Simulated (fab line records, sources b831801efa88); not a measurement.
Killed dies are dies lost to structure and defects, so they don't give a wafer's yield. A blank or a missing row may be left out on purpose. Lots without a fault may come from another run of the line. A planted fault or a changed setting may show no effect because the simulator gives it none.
One fault seen from 2 desks | flow gf180mcu | each desk has only its own numbers; what lay behind them comes last

THE METROLOGY DESK
What the gauges read, lot by lot, whatever tool the lot ran on: means of the sampled wafers that have a number. A lot is out of limits, marked OUT, if its mean lies more than 4 standard deviations from the usual mean; the brackets give that distance.
Columns: A = M1_ALCU_RS at GF_M1_RS_MEAS_05, usual 0.0697 ohm/sq; B = M2_ALCU_RS at GF_M2_RS_MEAS_05, usual 0.0698 ohm/sq; C = M2_ALCU_THK at GF_M2_THK_MEAS_06, usual 453 nm
lot  | first seen here | A      | B                 | C
L968 | day 16 17:43    | 0.0707 | 0.0700            | 454
L969 | day 16 23:29    | 0.0709 | 0.0708            | 448
L971 | day 17 22:12    | 0.0698 | 0.0700            | 451
L972 | day 18 06:39    | 0.0686 | 0.0686            | 460
L973 | day 18 13:24    | 0.0705 | 0.0695            | 453
L977 | day 20 05:29    | 0.0692 | 0.0707            | 447
L979 | day 20 20:36    | 0.0702 | 0.0727            | 435
L981 | day 21 09:31    | 0.0696 | 0.0736 (+4.5) OUT | 433
L987 | day 23 13:44    | 0.0703 | 0.0705            | 446
L988 | day 23 23:56    | 0.0686 | 0.0697            | 455
L989 | day 24 04:53    | 0.0691 | 0.0690            | 458
L990 | day 24 17:53    | 0.0689 | 0.0695            | 455
This desk's finding: out of limits on L981; first on L981, day 23 12:05 (M2_ALCU_RS at GF_M2_RS_MEAS_05). In limits: L968, L969, L971, L972, L973, L977, L979, L987, L988, L989, L990.

THE TOOL OWNER'S DESK: pvd_sputter-01
The tool's own readings at GF_M2_SPUTTER_02 (material AlCu, target thk 450 nm, time 23.9 s): means of the sampled wafers that have a number, for each lot that ran on this tool. A lot is out of limits, marked OUT, if its mean lies more than 4 standard deviations from the usual mean; the brackets give that distance.
Columns: A = throttle_valve_pct at GF_M2_SPUTTER_02, usual 29.9 %
lot  | first seen here | A
L968 | day 18 19:43    | 30.1
L972 | day 20 10:11    | 29.7
L973 | day 20 17:23    | 29.5
L979 | day 22 22:59    | 30.2
L981 | day 23 11:55    | 29.9
L988 | day 25 22:49    | 29.7
L989 | day 26 03:31    | 29.6
L990 | day 26 14:51    | 29.5
This desk's finding: nothing out of limits on any of the 8 lots.

PUT TOGETHER
The metrology desk could have raised an alarm at day 23 12:05, on L981.
The tool owner's desk saw nothing out of limits.
The tool owner's desk has L981 on record, within its limits.
Of the lots named, all ran GF_M2_SPUTTER_02 on pvd_sputter-01.

WHAT THE SIMULATOR HAD PUT IN
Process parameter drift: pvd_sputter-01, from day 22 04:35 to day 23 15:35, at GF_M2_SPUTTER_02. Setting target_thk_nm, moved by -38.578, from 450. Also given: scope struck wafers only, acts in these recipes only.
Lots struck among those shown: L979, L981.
Hours from the fault's start to each desk's first reading out of limits: the metrology desk, 31.
